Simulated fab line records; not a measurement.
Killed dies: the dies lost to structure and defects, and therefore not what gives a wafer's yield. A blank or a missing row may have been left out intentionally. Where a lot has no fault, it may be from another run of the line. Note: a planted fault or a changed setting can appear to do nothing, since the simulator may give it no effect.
Struck lot and sound lot, side by side + flow sky130 + 16 out of 708 route steps
Sound: the wafers L643.1, L643.2, L643.3. Struck: wafers L648.2, L648.3, L648.6. Last of all comes the cause.
Per side, at each step with rows, come the tool, then ch with its chambers, and then its first start. Under that, the readings that differ: sound wafers + struck wafers + difference of the means + sigmas: that difference in standard deviations of wafers without a fault.
alike: a reading whose means differ by less than 2 such deviations, as well as words and numbers matching on both sides. not compared: withheld readings; readings where some wafer has no value; bounds like >300 that might hide an equal value; numbers whose values overlap and for which the record gives no deviation.
The two part at a step that has a row with sigmas, a row that says differs or no value, or rows on one side only. When numbers do not overlap yet have no deviation, they are printed without sigmas and do not part them. A reading that every wafer of one side lacks parts them only if that side has two wafers or more.

SKY_LOCAL_INTERCONNECT_THK_MEAS_02: measures by xrf.
  struck on film-metro-02, day 31 10:33; sound on film-metro-04, day 29 19:52
| reading                         | sound          | struck           | difference | sigmas |
|---------------------------------|----------------|------------------|------------|--------|
| LOCAL_INTERCONNECT_TIN_THK (nm) | 97.8 99.1 98.1 | 100.6 101.9 99.7 | +2.4       | +2     |
then, 8 steps without rows for these wafers: SKY_LOCAL_INTERCONNECT_DEHYDRATE_03 (time 60 s); SKY_LOCAL_INTERCONNECT_HMDS_04 (prime time 60 s); SKY_LOCAL_INTERCONNECT_COAT_05 (resist thk 60 nm); SKY_LOCAL_INTERCONNECT_COAT_06 (resist thk 450 nm); SKY_LOCAL_INTERCONNECT_SOFTBAKE_07 (time 90 s); SKY_LOCAL_INTERCONNECT_EXPOSE_08 (exposes mask LI1M, target cd 170 nm); SKY_LOCAL_INTERCONNECT_PEB_09; SKY_LOCAL_INTERCONNECT_DEVELOP_10 (develop time 60 s).
SKY_LOCAL_INTERCONNECT_CD_MEAS_11 targets a cd of 170 nm.
  struck on cd-sem-01, day 32 14:19; sound on cd-sem-01, day 30 23:48
  alike: cd-nm
SKY_LOCAL_INTERCONNECT_OVL_MEAS_12:
  struck on overlay-01, day 32 14:25; sound on overlay-01, day 30 23:55
  alike: LOCAL_INTERCONNECT_OVL
SKY_LOCAL_INTERCONNECT_ETCH_13: etches BARC in N2/H2, stops on SiO2, time 45.9 s, target depth 60 nm.
  sound on rie-metal-03 ch 0,1, day 30 23:57; struck on rie-metal-04 ch 1, day 32 14:27
  alike: bias-w, chamber-pressure-mTorr, drypump-motor-current-A, oes-product-au, rf-fwd-power-W, throttle-valve-pct
  not compared: rf-hours-counter-h
SKY_LOCAL_INTERCONNECT_METAL_ETCH_14: etches TiN in Cl2/BCl3, stops on PSG, target depth 110 nm, time 31.4 s.
  sound on rie-metal-03 ch 0,1, day 31 00:01; struck on rie-metal-04 ch 1, day 32 14:31
  no value came back on the struck wafers for any of 6 readings (bcl3-flow-sccm (sccm), bias-w (W) and others); on the sound wafers bcl3-flow-sccm (sccm) reads 29.95 30.16 30.03
| reading                                                   | sound             | struck          | difference | sigmas |
|-----------------------------------------------------------|-------------------|-----------------|------------|--------|
| model.KrF-thick_of_LOCAL_INTERCONNECT_COAT_06.thk-nm (nm) | 350.2 350.7 349.6 | 394 393.8 393.5 | +44        |        |
  not compared: rf-hours-counter-h
SKY_LOCAL_INTERCONNECT_STRIP_15: strips in O2/N2.
  sound on plasma-asher-04 ch 0,1, day 31 00:04; struck on plasma-asher-04 ch 0,1, day 32 14:34
| reading                      | sound             | struck            | difference | sigmas |
|------------------------------|-------------------|-------------------|------------|--------|
| oes-product-au (a.u.)        | 0.419 0.427 0.426 | 0.446 0.439 0.445 | +0.019     | +4     |
| strip-time-to-endpoint-s (s) | 4.738 4.740 4.742 | 5.210 5.204 5.204 | +0.466     | +20    |
  alike: drypump-motor-current-A
  not compared: rf-hours-counter-h
then, 1 step without rows for these wafers: SKY_LOCAL_INTERCONNECT_STRIP_16 (strips in post etch residue remover, time 1200 s).
-- a jump in the record: the struck wafers' starts before and after are 15 days apart (it breaks off in module LOCAL_INTERCONNECT and resumes in module PAD_OPEN, where the first step shown is number 708 of the route) --
SKY_PAD_OPEN_PROBE_99:
  struck on prober-01, day 47 14:25; sound on prober-01, day 46 08:49
| reading            | sound    | struck      | difference | sigmas |
|--------------------|----------|-------------|------------|--------|
| killed-at-contacts | 29 17 17 | 439 427 447 | +417       | +79    |
| killed-dies        | 86 83 92 | 492 492 492 | +405       | +44    |
| killed-on-rim      | 19 19 13 | 96 96 96    | +79        | +19    |
  alike: killed_at_M0_to_M3, killed_at_M4_up, killed-at-front-end, killed-at-other, killed-open, killed-short

## WHERE THEY PART
First at SKY_LOCAL_INTERCONNECT_THK_MEAS_02; last, within this record, at SKY_PAD_OPEN_PROBE_99.

WHY: the cause the simulator had injected
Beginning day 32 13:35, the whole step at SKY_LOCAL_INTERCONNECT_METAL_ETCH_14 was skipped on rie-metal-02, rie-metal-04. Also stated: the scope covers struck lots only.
